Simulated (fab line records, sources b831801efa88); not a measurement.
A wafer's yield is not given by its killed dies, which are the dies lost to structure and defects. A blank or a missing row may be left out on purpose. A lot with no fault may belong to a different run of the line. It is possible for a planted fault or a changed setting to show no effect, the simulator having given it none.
8D (eight disciplines) problem report, filled in by code || flow sky130 || the parts of the form that need people (team, actions taken, sign-off) are left out

## 1. THE PROBLEM
At SKY_FIELD_ISO_ETCH_17, run_length_s averages 91.7 s over 5 wafers from 3 lots, while fault-free wafers read 125.9 s, standard deviation 0.39. Relative to the usual mean, that is a shift of -88 standard deviations.
The step: etches Si in HBr/Cl2/O2, target depth 342 nm, time 97.7 s.
The first sign was on wafer L577.3 at day 3 12:40, on rie_si-02. The record holds 40 wafers of 14 lots with a number at this step. Rule for "out", or "out of limits": more than 4 standard deviations from the usual mean. The other wafers with a number count as sound.

## 2. WHAT THIS IS AND IS NOT
{"question": "which readings at this step", "is": "run_length_s", "is not": "drypump_motor_current_A, he_backside_leak_sccm"}
{"question": "which lots", "is": "L577, L580, L581", "is not": "L571, L572, L573, L574, L585, L588, L590, L591, L592, L593, L594"}
{"question": "which wafers of those lots", "is": "L577.3, L577.6, L580.3, L580.6, L581.6", "is not": "L580.5, L581.1"}
{"question": "read on which tools", "is": "rie_si-02", "is not": "rie_si-01"}
{"question": "when", "is": "from day 3 12:40", "is not": "up to then (12 sound wafers); but 23 sound wafers of L580, L581, L585, L588, L590, L591, L592, L593, L594 came after"}

## 3. THE SUSPECTS, EACH WITH WHAT RULES IT OUT
Counting: a tool at a process step up to the reading stays a suspect if it ran every lot that is out. Sound lots after the first of them don't rule it out here, since some wafers of a struck lot are sound.
- rie_si-02 at SKY_FIELD_ISO_ETCH_17 (etches Si in HBr/Cl2/O2, target depth 342 nm, time 97.7 s): kept. It ran every lot that is out, first L577 (day 3 12:40); its last sound lot up to then is L573 (day 2 15:50). Its own readings are out on those wafers: run_length_s.
After counting, what remains is rie_si-02 at SKY_FIELD_ISO_ETCH_17.

## 4. THE CAUSE (what the simulator had put in)
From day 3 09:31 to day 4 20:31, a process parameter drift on rie_si-02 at SKY_FIELD_ISO_ETCH_17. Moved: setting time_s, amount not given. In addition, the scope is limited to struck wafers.
Counting left only this tool.

## 5. SEQUENCE OF EFFECTS, ordered by route
Each row: a reading where the mean over the struck wafers with a number is more than 3 standard deviations away from the usual. Readings are gone through only where the record gives a usual standard deviation; hours: the median, over the lots, of the time from a lot's start at the first step in this table giving one to that lot's start at this step; sigmas: the change measured in usual standard deviations.
{"hours": 0, "step": "SKY_FIELD_ISO_ETCH_17", "reading": "run_length_s", "usual": "125.9 s", "on struck wafers": 91.7, "change": -34.2, "sigmas": -88}
The process steps in it:
- SKY_FIELD_ISO_ETCH_17: etches Si in HBr/Cl2/O2, target depth 342 nm, time 97.7 s.
At these later measuring or inspecting steps, every struck wafer for which the step has a row has a number for every such reading, and none has moved that far: SKY_FIELD_ISO_THK_MEAS_25, SKY_NWELL_OVL_MEAS_10.

## 6. WHAT WOULD HAVE CAUGHT IT SOONER
First out-of-limits reading in this record: day 3 12:40, which is 3 hours after fault onset at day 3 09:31.
